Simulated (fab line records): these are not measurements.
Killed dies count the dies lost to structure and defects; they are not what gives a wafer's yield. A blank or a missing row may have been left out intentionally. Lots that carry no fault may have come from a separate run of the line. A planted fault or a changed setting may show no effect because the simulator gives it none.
fab line records    flow sky130    part 1 of 2: steps 1 to 34 of 48
[record] lots = 5  wafers = 15  lastDay = 50
route steps=708 shown POLY_GATE@225 LDD_N@237 LDD_P@255 LDD_HVN@267
lots that met no fault: from a run of the same line without faults
startH: start of the lot's first displayed wafer, in hours after the record's first day    waitH: time in hours since the lot's previous step    " unchanged from the row above    L1.1+2: a row that stands for several wafers    - no value present, or no start provided    * or withheld: withheld    < > ~ a bound
route shown NAME@n: NAME is a module with steps in the file, n the number in the route of the first one    usual: average and standard deviation across the fault-free wafers    same: alike in all rows    chamber/n: place in a boat    sites: readings site by site    _std_site: how widely they spread, as a standard deviation    _edge_site: mean of outer sites minus mean of inner sites    radiusMm: how far each site lies from the wafer's centre    mask NAME#n: copy n    behind: the most recent tool/chamber to have shaped the wafer    hold: the reason the lot was held/the length of the hold in hours/how it ended    device: the transistor (n, p or np) that didn't switch    end of line: tests of these same wafers at the route's end    a step given without rows: its recipe and nothing more    killed: not the wafer's yield, but the dies lost to structure and defects at the first sort    map: the dies of a wafer, with x for killed, . for not killed, _ for no die there
set.NAME: the setting as run; set.NAME@STEP: as run at that earlier step    model.NAME: the simulator's own value behind a step, which no gauge read
a table for each step, a row for each wafer; lots at some steps of the route
services: from which hour (startH, from the record's first day; less than 0 if before it) a tool's chamber was out of use, for how many hours, and why
[[steps]]
[step SKY_POLY_GATE_PEB_11]
[recipe] pebTempC = withheld  pebTimeS = withheld  resist = KrF-thick
lot.wafer   tool           chamber  startH  waitH
L074.2+4+5  lithoTrack-01  0        -       -
L079.3+5+6  lithoTrack-03  0        -       -
L080.1+2+6  lithoTrack-01  0        -       -
L085.1+2+6  lithoTrack-03  0        -       -
L097.4+5+6  lithoTrack-04  0        -       -
[step SKY_POLY_GATE_DEVELOP_12]
[recipe] developTimeS = 60  resist = KrF-thick  devTempC = 21
lot.wafer   tool           chamber  startH  waitH
L074.2+4+5  lithoTrack-01  0        -       -
L079.3+5+6  lithoTrack-03  0        -       -
L080.1+2+6  lithoTrack-01  0        -       -
L085.1+2+6  lithoTrack-03  0        -       -
L097.4+5+6  lithoTrack-04  0        -       -
[step SKY_POLY_GATE_CD_MEAS_13]
[recipe] targetCdNm = 150
[usual] cdNm = 149.5/1.7
lot.wafer  tool      chamber  startH  waitH  cdNm
L074.2     cdSem-01  -        374.25  -      150.4
L074.4     "         -        "       "      151.4
L074.5     "         -        "       "      152.0
L079.3     cdSem-02  -        412.13  -      151.4
L079.5     "         -        "       "      152.3
L079.6     "         -        "       "      150.1
L080.1     cdSem-02  -        421.27  -      149.4
L080.2     "         -        "       "      150.0
L080.6     "         -        "       "      148.9
L085.1     cdSem-01  -        464.04  -      152.1
L085.2     "         -        "       "      151.9
L085.6     "         -        "       "      151.8
L097.4     cdSem-02  -        568.99  -      147.4
L097.5     "         -        "       "      148.2
L097.6     "         -        "       "      149.5
[step SKY_POLY_GATE_OVL_MEAS_14]
[usual] POLY_GATE_OVL = 1/4.2
lot.wafer  tool        chamber  startH  waitH  POLY_GATE_OVL[nm]
L074.2     overlay-01  -        374.35  0.1    -2
L074.4     "           -        "       "      -1
L074.5     "           -        "       "      -3
L079.3     overlay-01  -        412.22  0.1    0
L079.5     "           -        "       "      -1
L079.6     "           -        "       "      -1
L080.1     overlay-01  -        421.39  0.1    -1
L080.2     "           -        "       "      -4
L080.6     "           -        "       "      2
L085.1     overlay-02  -        464.16  0.1    6
L085.2     "           -        "       "      -5
L085.6     "           -        "       "      -1
L097.4     overlay-02  -        569.07  0.1    7
L097.5     "           -        "       "      7
L097.6     "           -        "       "      2
[step SKY_POLY_GATE_ETCH_15]
[recipe] chemistry = N2/H2  target = BARC  ionEnergyEv = 200  sourceW = 500  biasW = 100  pressureMtorr = 30  n2FlowSccm = 100  h2FlowSccm = 200  stopOn = SiO2  timeS = 118.5  targetDepthA = 1100
[usual] drypumpMotorCurrentA = 5.6/0.41  oesProductAu = 0.716/0.0041  throttleValvePct = 13.212/0.0089
lot.wafer  tool        chamber  startH  waitH  drypumpMotorCurrentA  oesProductAu  rfHoursCounterH  throttleValvePct
L074.2     rieDiel-04  3        374.38  0.0    6.1                   0.716         67               13.208
L074.4     "           2        "       "      5.2                   0.709         74               13.217
L074.5     "           3        "       "      6.1                   0.716         -                13.216
L079.3     rieDiel-04  0        412.24  0.0    5.3                   0.717         76               13.213
L079.5     "           2        "       "      5.3                   0.719         -                13.211
L079.6     "           3        "       "      6.0                   0.717         -                13.213
L080.1     rieDiel-04  2        421.43  0.0    5.2                   0.715         75               13.217
L080.2     "           1        "       "      5.8                   0.711         63               13.204
L080.6     "           0        "       "      5.3                   0.713         -                13.213
L085.1     rieDiel-03  3        464.19  0.0    6.5                   0.721         8                13.212
L085.2     "           0        "       "      5.7                   0.717         16               13.228
L085.6     "           0        "       "      5.7                   0.717         -                13.216
L097.4     rieDiel-02  3        569.09  0.0    5.2                   0.716         11               13.221
L097.5     "           2        "       "      6.0                   0.719         -                13.223
L097.6     "           3        "       "      5.2                   0.716         -                13.212
[step SKY_POLY_GATE_ETCH_16]
[recipe] stopOn = poly-Si  chemistry = CH3F/O2  target = Si3N4  sourceW = 400  biasW = 80  pressureMtorr = 25  ch3fFlowSccm = 40  O2_flow_sccm = 30  timeS = 147.5  targetDepthA = 750
[usual] drypumpMotorCurrentA = 5.6/0.41  oesProductAu = 0.639/0.0049  throttleValvePct = 10.535/0.0094
lot.wafer  tool        chamber  startH  waitH  drypumpMotorCurrentA  oesProductAu  rfHoursCounterH  throttleValvePct
L074.2     rieDiel-04  3        374.46  0.0    6.0                   0.639         68               10.547
L074.4     "           2        "       "      5.2                   0.634         74               10.521
L074.5     "           3        "       "      6.0                   0.640         -                10.523
L079.3     rieDiel-04  0        412.32  0.0    5.2                   0.648         76               10.545
L079.5     "           2        "       "      5.3                   0.638         -                10.536
L079.6     "           3        "       "      6.0                   0.646         -                10.545
L080.1     rieDiel-04  2        421.51  0.0    5.3                   0.633         75               10.554
L080.2     "           1        "       "      5.7                   0.631         63               10.532
L080.6     "           0        "       "      5.3                   0.633         -                10.533
L085.1     rieDiel-03  3        464.27  0.0    6.5                   0.638         8                10.534
L085.2     "           0        "       "      5.7                   0.635         16               10.536
L085.6     "           0        "       "      5.7                   0.637         -                10.545
L097.4     rieDiel-02  3        569.17  0.0    5.2                   0.638         11               10.540
L097.5     "           2        "       "      6.0                   0.646         -                10.529
L097.6     "           3        "       "      5.2                   0.638         -                10.525
[step SKY_POLY_GATE_ETCH_17]
[recipe] targetDepthNm = 180  stopOn = SiO2  overEtchFrac = 0.56667  chemistry = HBr/Cl2  target = poly-Si  icpW = 400  biasW = 100  pressureMtorr = 10  HBr_flow_sccm = 150  Cl2_flow_sccm = 50  timeS = 70.5
[usual] drypumpMotorCurrentA = 6.0/0.58  oesProductAu = 0.983/0.0079  throttleValvePct = 33.685/0.01
lot.wafer  tool      chamber  startH  waitH  drypumpMotorCurrentA  oesProductAu  rfHoursCounterH  throttleValvePct
L074.2     rieSi-02  2        374.56  0.0    6.1                   0.987         84               33.675
L074.4     "         2        "       "      6.1                   0.984         -                33.704
L074.5     "         0        "       "      6.7                   0.989         -                33.676
L079.3     rieSi-02  3        412.42  0.0    5.1                   0.960         4                33.695
L079.5     "         2        "       "      6.1                   0.983         -                33.672
L079.6     "         1        "       "      5.7                   0.978         -                33.668
L080.1     rieSi-01  1        421.61  0.0    4.9                   0.969         60               33.673
L080.2     "         3        "       "      6.1                   0.986         3                33.678
L080.6     "         0        "       "      6.5                   0.982         -                33.682
L085.1     rieSi-01  1        464.37  0.0    4.9                   0.972         60               33.679
L085.2     "         2        "       "      6.5                   0.991         1                33.685
L085.6     "         3        "       "      6.1                   0.992         -                33.670
L097.4     rieSi-01  3        569.27  0.0    6.1                   0.974         4                33.687
L097.5     "         3        "       "      6.1                   0.975         -                33.666
L097.6     "         2        "       "      6.4                   0.980         -                33.683
[step SKY_POLY_GATE_STRIP_18]
[recipe] chemistry = O2/N2  powerW = 1400  pressureMtorr = 1500  platenTempC = withheld  o2FlowSccm = 3000  n2FlowSccm = 300  overashFraction = 0.5
[usual] drypumpMotorCurrentA = 6.0/0.52  oesProductAu = 0.362/0.0046  stripTimeToEndpointS = 3.18/0.038
lot.wafer  tool            chamber  startH  waitH  drypumpMotorCurrentA  oesProductAu  rfHoursCounterH  stripTimeToEndpointS
L074.2     plasmaAsher-03  0        374.62  0.0    5.2                   0.361         55               3.23
L074.4     "               1        "       "      6.3                   0.361         -                3.12
L074.5     "               0        "       "      5.2                   0.359         -                3.20
L079.3     plasmaAsher-03  1        412.51  0.1    6.3                   0.369         -                3.22
L079.5     "               0        "       "      5.2                   0.359         -                3.12
L079.6     "               1        "       "      6.3                   0.361         -                3.21
L080.1     plasmaAsher-03  1        421.67  0.0    6.3                   0.366         61               3.16
L080.2     "               0        "       "      5.2                   0.366         61               3.22
L080.6     "               0        "       "      5.2                   0.364         -                3.18
L085.1     plasmaAsher-03  1        464.43  0.0    6.3                   0.365         65               3.20
L085.2     "               0        "       "      5.2                   0.363         65               3.15
L085.6     "               1        "       "      6.3                   0.359         -                3.17
L097.4     plasmaAsher-02  0        569.36  0.1    5.6                   0.356         -                3.19
L097.5     "               1        "       "      5.8                   0.361         -                3.17
L097.6     "               0        "       "      5.6                   0.362         -                3.18
[step SKY_POLY_GATE_CLEAN_19]
[recipe] chemistry = SC1/SC2  mix = 1:4:20  tempC = 70  timeS = 150  dry = n2Spin
lot.wafer   tool         chamber  startH  waitH
L074.2+4+5  wetBench-04  2        374.72  0.1
L079.3+5+6  wetBench-02  1        412.58  0.0
L080.1+2+6  wetBench-01  1        421.77  0.1
L085.1+2+6  wetBench-01  1        464.53  0.1
L097.4+5+6  wetBench-01  3        569.42  0.0
[step SKY_POLY_GATE_OXIDATION_20]
[recipe] tempC = 850  ambient = O2  stabiliseS = 600  purgeS = 300  targetThkA = 40  oxTimeS = 899
[usual] zonePowerUpperPct = 17.0/1.7
lot.wafer  tool        chamber  startH  waitH  zonePowerUpperPct
L074.2     furnace-02  0        375.37  0.6    18.5
L074.4     "           0        "       "      18.3
L074.5     "           0        "       "      18.3
L079.3     furnace-02  0        412.81  0.2    18.1
L079.5     "           0        "       "      18.4
L079.6     "           0        "       "      18.0
L080.1     furnace-01  0        422.15  0.3    14.8
L080.2     "           0        "       "      14.3
L080.6     "           0        "       "      14.7
L085.1     furnace-01  0        465.68  1.1    14.7
L085.2     "           0        "       "      14.6
L085.6     "           0        "       "      14.6
L097.4     furnace-02  0        573.14  3.7    18.2
L097.5     "           0        "       "      17.8
L097.6     "           0        "       "      18.1
[step SKY_POLY_GATE_THK_MEAS_21]
[recipe] reads = SiO2_of_POLY_GATE_OXIDATION_20
[usual] POLY_GATE_OXIDATION_THK = 4.01/0.073
lot.wafer  tool          chamber  startH  waitH  POLY_GATE_OXIDATION_THK[nm]
L074.2     filmMetro-01  -        376.63  0.0    3.97
L074.4     "             -        "       "      3.94
L074.5     "             -        "       "      4.06
L079.3     filmMetro-01  -        414.08  0.0    4.02
L079.5     "             -        "       "      4.06
L079.6     "             -        "       "      4.08
L080.1     filmMetro-02  -        423.40  0.0    3.94
L080.2     "             -        "       "      3.87
L080.6     "             -        "       "      3.91
L085.1     filmMetro-03  -        466.93  0.0    4.01
L085.2     "             -        "       "      3.99
L085.6     "             -        "       "      4.03
L097.4     filmMetro-03  -        574.42  0.0    4.04
L097.5     "             -        "       "      3.96
L097.6     "             -        "       "      4.03
[step SKY_POLY_GATE_CD_MEAS_22]
[usual] cdNm = 149/3
lot.wafer  tool      chamber  startH  waitH  cdNm
L074.2     cdSem-02  -        376.71  0.1    153
L074.4     "         -        "       "      153
L074.5     "         -        "       "      155
L079.3     cdSem-01  -        414.18  0.1    144
L079.5     "         -        "       "      153
L079.6     "         -        "       "      149
L080.1     cdSem-01  -        423.46  0.1    148
L080.2     "         -        "       "      151
L080.6     "         -        "       "      146
L085.1     cdSem-01  -        466.99  0.1    153
L085.2     "         -        "       "      151
L085.6     "         -        "       "      155
L097.4     cdSem-01  -        574.53  0.1    147
L097.5     "         -        "       "      148
L097.6     "         -        "       "      145
[step SKY_LDD_N_DEHYDRATE_00]
[recipe] tempC = 200  timeS = 60
lot.wafer   tool           chamber  startH  waitH
L074.2+4+5  lithoTrack-04  0        391.21  14.5
L079.3+5+6  lithoTrack-02  0        428.44  14.2
L080.1+2+6  lithoTrack-02  0        437.29  13.8
L085.1+2+6  lithoTrack-02  0        481.64  14.6
L097.4+5+6  lithoTrack-03  0        588.91  14.4
[step SKY_LDD_N_HMDS_01]
[recipe] primeTimeS = 60  primeTempC = 120
lot.wafer   tool           chamber  startH  waitH
L074.2+4+5  lithoTrack-04  0        391.36  0.1
L079.3+5+6  lithoTrack-02  0        428.59  0.1
L080.1+2+6  lithoTrack-02  0        437.44  0.1
L085.1+2+6  lithoTrack-02  0        481.79  0.1
L097.4+5+6  lithoTrack-03  0        589.06  0.1
[step SKY_LDD_N_COAT_02]
[recipe] resist = NOVOLAK  spinRpm = 3000  resistThkNm = 300
lot.wafer   tool           chamber  startH  waitH
L074.2+4+5  lithoTrack-04  0        391.51  0.1
L079.3+5+6  lithoTrack-02  0        428.74  0.1
L080.1+2+6  lithoTrack-02  0        437.59  0.1
L085.1+2+6  lithoTrack-02  0        481.94  0.1
L097.4+5+6  lithoTrack-03  0        589.21  0.1
[step SKY_LDD_N_SOFTBAKE_03]
[recipe] tempC = 88.91  timeS = 60  resist = NOVOLAK
lot.wafer   tool           chamber  startH  waitH
L074.2+4+5  lithoTrack-04  0        391.66  0.1
L079.3+5+6  lithoTrack-02  0        428.89  0.1
L080.1+2+6  lithoTrack-02  0        437.74  0.1
L085.1+2+6  lithoTrack-02  0        482.09  0.1
L097.4+5+6  lithoTrack-03  0        589.36  0.1
[step SKY_LDD_N_EXPOSE_04]
[recipe] maskId = NTM  targetCdNm = 840  na = 0.6  sourceShape = conventional  sigmaOuter = 0.6  doseMj = 110
[same] na = 0.6
lot.wafer   tool             chamber  startH  waitH  mask
L074.2+4+5  ilineStepper-02  0        -       -      NTM#0
L079.3+5+6  ilineStepper-01  0        -       -      NTM#0
L080.1+2+6  ilineStepper-01  0        -       -      NTM#0
L085.1+2+6  ilineStepper-02  0        -       -      NTM#0
L097.4+5+6  ilineStepper-02  0        -       -      NTM#0
[step SKY_LDD_N_PEB_05]
[recipe] tempC = withheld  timeS = *  resist = NOVOLAK
lot.wafer   tool           chamber  startH  waitH
L074.2+4+5  lithoTrack-02  0        -       -
L079.3+5+6  lithoTrack-04  0        -       -
L080.1+2+6  lithoTrack-04  0        -       -
L085.1+2+6  lithoTrack-03  0        -       -
L097.4+5+6  lithoTrack-03  0        -       -
[step SKY_LDD_N_DEVELOP_06]
[recipe] developTimeS = 60  devTempC = 23
lot.wafer   tool           chamber  startH  waitH
L074.2+4+5  lithoTrack-02  0        405.66  0.1
L079.3+5+6  lithoTrack-04  0        444.28  0.1
L080.1+2+6  lithoTrack-04  0        453.58  0.1
L085.1+2+6  lithoTrack-03  0        496.84  0.1
L097.4+5+6  lithoTrack-03  0        603.66  0.1
[step SKY_LDD_N_OVL_MEAS_07]
[usual] LDD_N_OVL = 1.8/1.4
lot.wafer  tool        chamber  startH  waitH  LDD_N_OVL[nm]
L074.2     overlay-01  -        405.79  0.1    1.2
L074.4     "           -        "       "      1.3
L074.5     "           -        "       "      2.3
L079.3     overlay-02  -        444.39  0.1    0.7
L079.5     "           -        "       "      1.6
L079.6     "           -        "       "      -0.4
L080.1     overlay-02  -        453.73  0.1    2.1
L080.2     "           -        "       "      4.3
L080.6     "           -        "       "      1.5
L085.1     overlay-02  -        496.99  0.1    1.2
L085.2     "           -        "       "      1.4
L085.6     "           -        "       "      1.4
L097.4     overlay-01  -        603.75  0.1    3.7
L097.5     "           -        "       "      4.1
L097.6     "           -        "       "      5.4
[step SKY_LDD_N_IMPLANT_08]
[recipe] species = As  energyKev = 20  doseCm2 = 7.5e+13  tiltDeg = withheld  rotationDeg = 23
lot.wafer   tool          chamber  startH  waitH
L074.2+4+5  implanter-04  0        405.85  0.0
L079.3+5+6  implanter-04  0        444.47  0.1
L080.1+2+6  implanter-02  0        453.77  0.0
L085.1+2+6  implanter-02  0        497.02  0.0
L097.4+5+6  implanter-04  0        603.85  0.1
[step SKY_LDD_N_IMPLANT_09]
[recipe] species = As  energyKev = 20  doseCm2 = 7.5e+13  tiltDeg = withheld  rotationDeg = 113
lot.wafer   tool          chamber  startH  waitH
L074.2+4+5  implanter-04  0        406.00  0.1
L079.3+5+6  implanter-04  0        444.62  0.1
L080.1+2+6  implanter-02  0        453.92  0.1
L085.1+2+6  implanter-02  0        497.17  0.1
L097.4+5+6  implanter-04  0        604.00  0.1
[step SKY_LDD_N_IMPLANT_10]
[recipe] species = As  energyKev = 20  doseCm2 = 7.5e+13  tiltDeg = withheld  rotationDeg = 203
lot.wafer   tool          chamber  startH  waitH
L074.2+4+5  implanter-04  0        406.15  0.1
L079.3+5+6  implanter-04  0        444.77  0.1
L080.1+2+6  implanter-02  0        454.07  0.1
L085.1+2+6  implanter-02  0        497.32  0.1
L097.4+5+6  implanter-04  0        604.15  0.1
[step SKY_LDD_N_IMPLANT_11]
[recipe] species = As  energyKev = 20  doseCm2 = 7.5e+13  tiltDeg = withheld  rotationDeg = 293
lot.wafer   tool          chamber  startH  waitH
L074.2+4+5  implanter-04  0        406.30  0.1
L079.3+5+6  implanter-04  0        444.92  0.1
L080.1+2+6  implanter-02  0        454.22  0.1
L085.1+2+6  implanter-02  0        497.47  0.1
L097.4+5+6  implanter-04  0        604.30  0.1
[step SKY_LDD_N_IMPLANT_12]
[recipe] species = BF2  energyKev = 50  doseCm2 = 5e+12  tiltDeg = 30  rotationDeg = 0
lot.wafer   tool          chamber  startH  waitH
L074.2+4+5  implanter-04  0        406.45  0.1
L079.3+5+6  implanter-04  0        445.07  0.1
L080.1+2+6  implanter-02  0        454.37  0.1
L085.1+2+6  implanter-02  0        497.62  0.1
L097.4+5+6  implanter-04  0        604.45  0.1
[step SKY_LDD_N_IMPLANT_13]
[recipe] species = BF2  energyKev = 50  doseCm2 = 5e+12  tiltDeg = 30  rotationDeg = 90
lot.wafer   tool          chamber  startH  waitH
L074.2+4+5  implanter-04  0        406.60  0.1
L079.3+5+6  implanter-04  0        445.22  0.1
L080.1+2+6  implanter-02  0        454.52  0.1
L085.1+2+6  implanter-02  0        497.77  0.1
L097.4+5+6  implanter-04  0        604.60  0.1
[step SKY_LDD_N_IMPLANT_14]
[recipe] species = BF2  energyKev = 50  doseCm2 = 5e+12  tiltDeg = 30  rotationDeg = 180
lot.wafer   tool          chamber  startH  waitH
L074.2+4+5  implanter-04  0        406.75  0.1
L079.3+5+6  implanter-04  0        445.37  0.1
L080.1+2+6  implanter-02  0        454.67  0.1
L085.1+2+6  implanter-02  0        497.92  0.1
L097.4+5+6  implanter-04  0        604.75  0.1
[step SKY_LDD_N_IMPLANT_15]
[recipe] species = BF2  energyKev = 50  doseCm2 = 5e+12  tiltDeg = 30  rotationDeg = 270
lot.wafer   tool          chamber  startH  waitH
L074.2+4+5  implanter-04  0        406.90  0.1
L079.3+5+6  implanter-04  0        445.52  0.1
L080.1+2+6  implanter-02  0        454.82  0.1
L085.1+2+6  implanter-02  0        498.07  0.1
L097.4+5+6  implanter-04  0        604.90  0.1
[step SKY_LDD_N_STRIP_16]
[recipe] chemistry = O2/N2  powerW = 1400  pressureMtorr = 1500  platenTempC = withheld  o2FlowSccm = 3000  n2FlowSccm = 300  overashFraction = 0.5
[usual] drypumpMotorCurrentA = 5.8/0.42  oesProductAu = 0.407/0.0049  stripTimeToEndpointS = 4.328/0.015
lot.wafer  tool            chamber  startH  waitH  drypumpMotorCurrentA  oesProductAu  rfHoursCounterH  stripTimeToEndpointS
L074.2     plasmaAsher-03  0        407.02  0.1    5.2                   0.405         59               4.332
L074.4     "               0        "       "      5.2                   0.410         -                4.323
L074.5     "               1        "       "      6.3                   0.407         -                4.311
L079.3     plasmaAsher-03  1        445.65  0.1    6.3                   0.417         -                4.350
L079.5     "               0        "       "      5.2                   0.411         -                4.343
L079.6     "               1        "       "      6.3                   0.406         -                4.348
L080.1     plasmaAsher-03  0        454.97  0.1    5.2                   0.408         64               4.349
L080.2     "               1        "       "      6.3                   0.398         64               4.329
L080.6     "               0        "       "      5.2                   0.407         -                4.325
L085.1     plasmaAsher-01  0        498.22  0.1    5.5                   0.416         39               4.324
L085.2     "               1        "       "      6.1                   0.410         39               4.336
L085.6     "               0        "       "      5.5                   0.401         -                4.323
L097.4     plasmaAsher-01  1        605.00  0.1    6.1                   0.400         -                4.318
L097.5     "               0        "       "      5.5                   0.400         -                4.311
L097.6     "               1        "       "      6.1                   0.411         -                4.303
[step SKY_LDD_N_TW_MEAS_17]
[usual] LDD_N_TW = 2595/19
lot.wafer  tool          chamber  startH  waitH  LDD_N_TW
L074.2     filmMetro-02  -        407.13  0.1    2579
L074.4     "             -        "       "      2579
L074.5     "             -        "       "      2589
L079.3     filmMetro-04  -        445.74  0.1    2596
L079.5     "             -        "       "      2606
L079.6     "             -        "       "      2601
L080.1     filmMetro-02  -        455.07  0.1    2596
L080.2     "             -        "       "      2579
L080.6     "             -        "       "      2598
L085.1     filmMetro-04  -        498.32  0.1    2602
L085.2     "             -        "       "      2610
L085.6     "             -        "       "      2606
L097.4     filmMetro-04  -        605.10  0.1    2628
L097.5     "             -        "       "      2628
L097.6     "             -        "       "      2625
[step SKY_LDD_P_DEHYDRATE_00]
[recipe] tempC = 200  timeS = 60
lot.wafer   tool           chamber  startH  waitH
L074.2+4+5  lithoTrack-01  0        421.60  14.5
L079.3+5+6  lithoTrack-01  0        460.42  14.7
L080.1+2+6  lithoTrack-02  0        469.29  14.2
L085.1+2+6  lithoTrack-02  0        513.39  15.1
L097.4+5+6  lithoTrack-02  0        619.06  14.0
[step SKY_LDD_P_HMDS_01]
[recipe] primeTimeS = 60  primeTempC = 120
lot.wafer   tool           chamber  startH  waitH
L074.2+4+5  lithoTrack-01  0        421.75  0.1
L079.3+5+6  lithoTrack-01  0        460.57  0.1
L080.1+2+6  lithoTrack-02  0        469.44  0.1
L085.1+2+6  lithoTrack-02  0        513.54  0.1
L097.4+5+6  lithoTrack-02  0        619.21  0.1
[step SKY_LDD_P_COAT_02]
[recipe] resist = NOVOLAK  spinRpm = 3000  resistThkNm = 1140
lot.wafer   tool           chamber  startH  waitH
L074.2+4+5  lithoTrack-01  0        421.90  0.1
L079.3+5+6  lithoTrack-01  0        460.72  0.1
L080.1+2+6  lithoTrack-02  0        469.59  0.1
L085.1+2+6  lithoTrack-02  0        513.69  0.1
L097.4+5+6  lithoTrack-02  0        619.36  0.1
[step SKY_LDD_P_SOFTBAKE_03]
[recipe] tempC = 90  timeS = 60  resist = NOVOLAK
lot.wafer   tool           chamber  startH  waitH
L074.2+4+5  lithoTrack-01  0        422.05  0.1
L079.3+5+6  lithoTrack-01  0        460.87  0.1
L080.1+2+6  lithoTrack-02  0        469.74  0.1
L085.1+2+6  lithoTrack-02  0        513.84  0.1
L097.4+5+6  lithoTrack-02  0        619.51  0.1
